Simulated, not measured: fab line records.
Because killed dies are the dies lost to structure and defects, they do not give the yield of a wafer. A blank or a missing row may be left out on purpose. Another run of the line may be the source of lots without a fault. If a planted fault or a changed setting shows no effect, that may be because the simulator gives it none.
fab line records ; flow sfq_line
record: lots: 14; wafers: 42; last_day: 87
route steps=325 shown I4@165 JJ@193 R5@214 C5@245
lots that met no fault: from a run of the same line without faults
start_h: hours from the record's opening day to when the first of the lot's shown wafers began ; wait_h: hours elapsed since this lot's preceding step ; " repeats the value in the row above ; L1.1+2: a row that stands for several wafers ; - no value, or no start was given ; * or withheld: withheld ; < > ~ a bound
route shown NAME@n: a module of which the file shows steps, and the number in the route of the first ; usual: mean and standard deviation over wafers with no fault ; same: alike in all rows ; chamber/n: place in a boat ; sites: per-site readings ; _std_site: their standard deviation ; _edge_site: the outer-site mean with the inner-site mean subtracted ; radius_mm: how far each site lies from the wafer's centre ; mask NAME#n: copy n ; behind: the most recent tool/chamber to have shaped the wafer ; hold: why the lot went on hold/how many hours it stayed there/how the hold came to an end ; device: names the non-switching transistor (n, p or np) ; end of line: tests of these same wafers at the route's end ; a step without rows: its recipe alone ; killed: not the wafer's yield, but the dies lost to structure and defects at the first sort ; map: per-die view of a wafer (x killed, . not killed, _ where there is no die)
set.NAME: setting as actually run; set.NAME@STEP: the setting as run at that earlier step ; model.NAME: the simulator's own value behind a step, which no gauge read
one table for each step of the route and one row for each wafer, over a sample of lots
services: when a tool's chamber went out of use (start_h, in hours from the record's first day, below 0 if earlier), for how many hours, and the reason
== steps ==
step: SFQ_I4_BOW_MEAS_927
recipe: mode: bow
usual: I4_BOW: 6/8.3
lot.wafer;tool;chamber;start_h;wait_h;I4_BOW[um]
L358.4;film_metro-03;-;863.80;1.6;11
L358.5;film_metro-03;-;863.80;1.6;10
L358.6;film_metro-03;-;863.80;1.6;8
L359.1;film_metro-04;-;864.21;1.5;12
L359.2;film_metro-04;-;864.21;1.5;7
L359.3;film_metro-04;-;864.21;1.5;11
L361.1;film_metro-03;-;952.08;1.0;9
L361.2;film_metro-03;-;952.08;1.0;14
L361.4;film_metro-03;-;952.08;1.0;9
L364.1;film_metro-04;-;1079.45;2.5;1
L364.4;film_metro-04;-;1079.45;2.5;14
L364.6;film_metro-04;-;1079.45;2.5;2
L365.1;film_metro-03;-;1084.25;1.0;0
L365.5;film_metro-03;-;1084.25;1.0;-7
L365.6;film_metro-03;-;1084.25;1.0;-5
L368.1;film_metro-04;-;1129.15;2.5;-4
L368.3;film_metro-04;-;1129.15;2.5;1
L368.4;film_metro-04;-;1129.15;2.5;2
L373.1;film_metro-03;-;1167.47;1.5;2
L373.2;film_metro-03;-;1167.47;1.5;2
L373.3;film_metro-03;-;1167.47;1.5;3
L375.1;film_metro-03;-;1210.61;1.6;4
L375.3;film_metro-03;-;1210.61;1.6;-5
L375.6;film_metro-03;-;1210.61;1.6;4
L376.1;film_metro-03;-;1219.61;1.0;23
L376.4;film_metro-03;-;1219.61;1.0;4
L376.5;film_metro-03;-;1219.61;1.0;7
L377.3;film_metro-03;-;1222.65;2.0;10
L377.4;film_metro-03;-;1222.65;2.0;10
L377.6;film_metro-03;-;1222.65;2.0;20
L378.1;film_metro-04;-;1223.57;1.0;-5
L378.4;film_metro-04;-;1223.57;1.0;3
L378.5;film_metro-04;-;1223.57;1.0;11
L379.2;film_metro-03;-;1226.59;1.5;4
L379.3;film_metro-03;-;1226.59;1.5;13
L379.5;film_metro-03;-;1226.59;1.5;6
L380.2;film_metro-02;-;1232.59;1.5;-14
L380.4;film_metro-02;-;1232.59;1.5;1
L380.6;film_metro-02;-;1232.59;1.5;3
L381.1;film_metro-04;-;1234.61;2.5;4
L381.3;film_metro-04;-;1234.61;2.5;-1
L381.5;film_metro-04;-;1234.61;2.5;4
step: SFQ_TRILAYER_JJ_CE_BARC_OPEN_RIE_150
recipe: mask_material: PR; chemistry: O2; target_depth_nm: 240; target: BARC; icp_w: 600; bias_w: 80; pressure_mtorr: 10; time_s: 80
usual: drypump_motor_current_A: 5.6/0.38; oes_product_au: 0.538/0.0045
lot.wafer;tool;chamber;start_h;wait_h;drypump_motor_current_A;oes_product_au;rf_hours_counter_h
L358.4;rie_metal-04;0;1014.78;0.4;5.6;0.533;-
L358.5;rie_metal-04;1;1014.78;0.4;5.7;0.534;-
L358.6;rie_metal-04;0;1014.78;0.4;5.6;0.533;-
L359.1;rie_metal-04;0;1015.95;1.0;5.6;0.531;105
L359.2;rie_metal-04;1;1015.95;1.0;5.7;0.537;84
L359.3;rie_metal-04;0;1015.95;1.0;5.6;0.544;-
L361.1;rie_metal-01;1;1108.93;1.0;6.0;0.535;2
L361.2;rie_metal-01;0;1108.93;1.0;5.2;0.537;128
L361.4;rie_metal-01;0;1108.93;1.0;5.2;0.542;-
L364.1;rie_metal-04;1;1208.25;1.0;5.6;0.539;112
L364.4;rie_metal-04;1;1208.25;1.0;5.7;0.532;-
L364.6;rie_metal-04;1;1208.25;1.0;5.6;0.543;-
L365.1;rie_metal-04;1;1224.91;1.0;5.7;0.542;115
L365.5;rie_metal-04;0;1224.91;1.0;5.6;0.543;-
L365.6;rie_metal-04;1;1224.91;1.0;5.7;0.536;-
L368.1;rie_metal-04;0;1267.79;1.0;5.6;0.533;7
L368.3;rie_metal-04;0;1267.79;1.0;5.6;0.541;-
L368.4;rie_metal-04;1;1267.79;1.0;5.7;0.541;-
L373.1;rie_metal-01;1;1309.46;1.0;6.0;0.542;36
L373.2;rie_metal-01;0;1309.46;1.0;5.2;0.536;20
L373.3;rie_metal-01;1;1309.46;1.0;6.0;0.540;-
L375.1;rie_metal-01;0;1358.41;1.0;5.2;0.535;27
L375.3;rie_metal-01;1;1358.41;1.0;6.0;0.529;-
L375.6;rie_metal-01;0;1358.41;1.0;5.2;0.541;-
L376.1;rie_metal-01;1;1366.78;1.0;6.0;0.548;45
L376.4;rie_metal-01;1;1366.78;1.0;6.0;0.537;-
L376.5;rie_metal-01;1;1366.78;1.0;6.0;0.539;-
L377.3;rie_metal-03;1;1371.61;0.6;4.8;0.542;-
L377.4;rie_metal-03;0;1371.61;0.6;6.1;0.537;-
L377.6;rie_metal-03;1;1371.61;0.6;4.8;0.540;-
L378.1;rie_metal-04;1;1373.98;1.0;5.7;0.539;11
L378.4;rie_metal-04;1;1373.98;1.0;5.6;0.537;-
L378.5;rie_metal-04;1;1373.98;1.0;5.7;0.533;-
L379.2;rie_metal-04;0;1375.28;0.8;5.6;0.531;27
L379.3;rie_metal-04;1;1375.28;0.8;5.7;0.532;-
L379.5;rie_metal-04;1;1375.28;0.8;5.7;0.534;-
L380.2;rie_metal-04;1;1386.07;0.8;5.7;0.537;12
L380.4;rie_metal-04;1;1386.07;0.8;5.6;0.535;-
L380.6;rie_metal-04;0;1386.07;0.8;5.6;0.531;-
L381.1;rie_metal-03;1;1387.27;1.0;4.8;0.537;80
L381.3;rie_metal-03;0;1387.27;1.0;6.1;0.539;-
L381.5;rie_metal-03;0;1387.27;1.0;6.1;0.543;-
step: SFQ_TRILAYER_R5_DEP_SPUTTER_134
recipe: material: Ti; base_pressure_pa: 1.33e-06; target_thk_nm: 5; power_w: 2000; time_s: 5; chamber_pressure_pa: 0.4
usual: throttle_valve_pct: 30.2/0.8
lot.wafer;tool;chamber;start_h;wait_h;throttle_valve_pct
L358.4;pvd_sputter-03;-;1171.75;0.0;31.2
L358.5;pvd_sputter-03;-;1171.75;0.0;30.1
L358.6;pvd_sputter-03;-;1171.75;0.0;30.4
L359.1;pvd_sputter-03;-;1174.31;0.0;30.4
L359.2;pvd_sputter-03;-;1174.31;0.0;31.0
L359.3;pvd_sputter-03;-;1174.31;0.0;30.4
L361.1;pvd_sputter-06;-;1247.75;0.0;30.0
L361.2;pvd_sputter-06;-;1247.75;0.0;27.9
L361.4;pvd_sputter-06;-;1247.75;0.0;29.6
L364.1;pvd_sputter-05;-;1254.29;0.0;30.4
L364.4;pvd_sputter-05;-;1254.29;0.0;29.9
L364.6;pvd_sputter-05;-;1254.29;0.0;29.2
L365.1;pvd_sputter-03;-;1256.01;0.0;30.9
L365.5;pvd_sputter-03;-;1256.01;0.0;31.1
L365.6;pvd_sputter-03;-;1256.01;0.0;30.3
L368.1;pvd_sputter-05;-;1279.52;0.0;30.2
L368.3;pvd_sputter-05;-;1279.52;0.0;29.7
L368.4;pvd_sputter-05;-;1279.52;0.0;30.1
L373.1;pvd_sputter-06;-;1322.91;0.0;31.3
L373.2;pvd_sputter-06;-;1322.91;0.0;29.9
L373.3;pvd_sputter-06;-;1322.91;0.0;30.2
L375.1;pvd_sputter-03;-;1372.91;0.0;30.4
L375.3;pvd_sputter-03;-;1372.91;0.0;30.3
L375.6;pvd_sputter-03;-;1372.91;0.0;30.6
L376.1;pvd_sputter-03;-;1378.91;0.0;30.7
L376.4;pvd_sputter-03;-;1378.91;0.0;30.1
L376.5;pvd_sputter-03;-;1378.91;0.0;30.2
L377.3;pvd_sputter-06;-;1382.11;0.0;29.5
L377.4;pvd_sputter-06;-;1382.11;0.0;28.0
L377.6;pvd_sputter-06;-;1382.11;0.0;31.3
L378.1;pvd_sputter-03;-;1520.30;0.0;31.0
L378.4;pvd_sputter-03;-;1520.30;0.0;30.7
L378.5;pvd_sputter-03;-;1520.30;0.0;30.4
L379.2;pvd_sputter-05;-;1523.85;0.0;30.3
L379.3;pvd_sputter-05;-;1523.85;0.0;30.3
L379.5;pvd_sputter-05;-;1523.85;0.0;29.3
L380.2;pvd_sputter-03;-;1531.05;0.0;30.3
L380.4;pvd_sputter-03;-;1531.05;0.0;31.0
L380.6;pvd_sputter-03;-;1531.05;0.0;30.3
L381.1;pvd_sputter-05;-;1533.50;0.0;29.7
L381.3;pvd_sputter-05;-;1533.50;0.0;29.3
L381.5;pvd_sputter-05;-;1533.50;0.0;29.6
step: SFQ_TRILAYER_C5_LITHO_DEVELOP_153
recipe: time_s: 60; resist: KrF
usual: chill_plate_temp_C: 22.99/0.11; exhaust_pa: 45.0/0.94
lot.wafer;tool;chamber;start_h;wait_h;chill_plate_temp_C;exhaust_pa
L358.4;litho_track-02;0;1579.67;0.1;22.86;45.5
L358.5;litho_track-02;0;1579.67;0.1;22.69;45.6
L358.6;litho_track-02;0;1579.67;0.1;22.83;44.8
L359.1;litho_track-02;0;1580.80;0.1;23.10;45.0
L359.2;litho_track-02;0;1580.80;0.1;23.20;43.8
L359.3;litho_track-02;0;1580.80;0.1;23.23;44.5
L361.1;litho_track-01;0;1653.70;0.1;22.92;45.8
L361.2;litho_track-01;0;1653.70;0.1;23.01;45.3
L361.4;litho_track-01;0;1653.70;0.1;22.88;45.8
L364.1;litho_track-02;-;1663.43;0.1;-;-
L364.4;litho_track-02;-;1663.43;0.1;-;-
L364.6;litho_track-02;-;1663.43;0.1;-;-
L365.1;litho_track-02;-;1665.95;0.1;-;-
L365.5;litho_track-02;-;1665.95;0.1;-;-
L365.6;litho_track-02;-;1665.95;0.1;-;-
L368.1;litho_track-03;0;1683.42;0.1;23.09;45.4
L368.3;litho_track-03;0;1683.42;0.1;23.04;45.4
L368.4;litho_track-03;0;1683.42;0.1;22.88;44.1
L373.1;litho_track-02;0;1711.77;0.1;23.14;44.8
L373.2;litho_track-02;0;1711.77;0.1;23.10;44.3
L373.3;litho_track-02;0;1711.77;0.1;23.06;44.6
L375.1;litho_track-01;0;1731.20;0.1;23.01;46.3
L375.3;litho_track-01;0;1731.20;0.1;23.26;43.7
L375.6;litho_track-01;0;1731.20;0.1;22.99;43.6
L376.1;litho_track-03;0;1736.00;0.1;22.85;45.8
L376.4;litho_track-03;0;1736.00;0.1;22.90;46.2
L376.5;litho_track-03;0;1736.00;0.1;23.00;45.9
L377.3;litho_track-01;0;1737.25;0.1;22.95;44.9
L377.4;litho_track-01;0;1737.25;0.1;23.09;44.1
L377.6;litho_track-01;0;1737.25;0.1;23.03;45.4
L378.1;litho_track-02;0;1739.60;0.1;22.92;44.6
L378.4;litho_track-02;0;1739.60;0.1;22.64;46.0
L378.5;litho_track-02;0;1739.60;0.1;22.98;45.7
L379.2;litho_track-02;0;1744.42;0.1;22.95;45.7
L379.3;litho_track-02;0;1744.42;0.1;22.95;43.5
L379.5;litho_track-02;0;1744.42;0.1;22.97;45.9
L380.2;litho_track-02;0;1750.55;0.1;22.79;45.5
L380.4;litho_track-02;0;1750.55;0.1;23.02;45.2
L380.6;litho_track-02;0;1750.55;0.1;22.91;45.1
L381.1;litho_track-01;0;1754.12;0.1;23.05;43.9
L381.3;litho_track-01;0;1754.12;0.1;22.94;42.1
L381.5;litho_track-01;0;1754.12;0.1;22.96;43.7
== services ==
tool;chamber;start_h;hours;kind
rie_metal-01;1;996.87;20.7;repair
pvd_sputter-05;-;1026.93;9.9;repair
rie_metal-01;-;1115.71;0.1;repair
pvd_sputter-05;-;1119.42;13.2;repair
pvd_sputter-03;-;1157.55;2.3;repair
pvd_sputter-03;-;1158.26;3.1;repair
pvd_sputter-05;-;1168.91;9.6;repair
pvd_sputter-05;-;1200.09;2.7;repair
pvd_sputter-03;-;1237.27;8.5;repair
rie_metal-01;-;1241.57;1.2;repair
pvd_sputter-03;-;1322.08;4.7;repair
rie_metal-01;-;1330.73;0.8;repair
rie_metal-01;0;1364.01;4.2;repair
pvd_sputter-03;-;1414.15;28.4;repair
pvd_sputter-03;-;1437.52;0.7;repair
pvd_sputter-03;-;1458.45;4.0;repair
rie_metal-01;-;1463.67;14.6;pm
pvd_sputter-05;-;1528.76;3.8;repair
rie_metal-01;-;1558.18;2.8;pm
rie_metal-04;-;1558.43;2.8;pm
pvd_sputter-03;-;1581.72;5.8;repair
pvd_sputter-05;-;1590.14;3.7;repair
pvd_sputter-03;-;1600.88;1.6;repair
rie_metal-04;-;1700.52;0.2;repair
== key ==
first_sign: step: SFQ_TRILAYER_C5_LITHO_DEVELOP_153; reading: tool_record; direction: missing
effect none on later readings
met_at SFQ_TRILAYER_C5_LITHO_DEVELOP_153
struck_lots L364,L365
not_acting_at SFQ_I4_BOW_MEAS_927,SFQ_TRILAYER_JJ_CE_BARC_OPEN_RIE_150,SFQ_TRILAYER_R5_DEP_SPUTTER_134
onset_between 1580.80 1663.43
fault: kind: skipped_step_whole; tool: litho_track-02; chamber: -; onset_h: 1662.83; steps: SFQ_TRILAYER_C5_LITHO_DEVELOP_153; scope: struck_lots_only
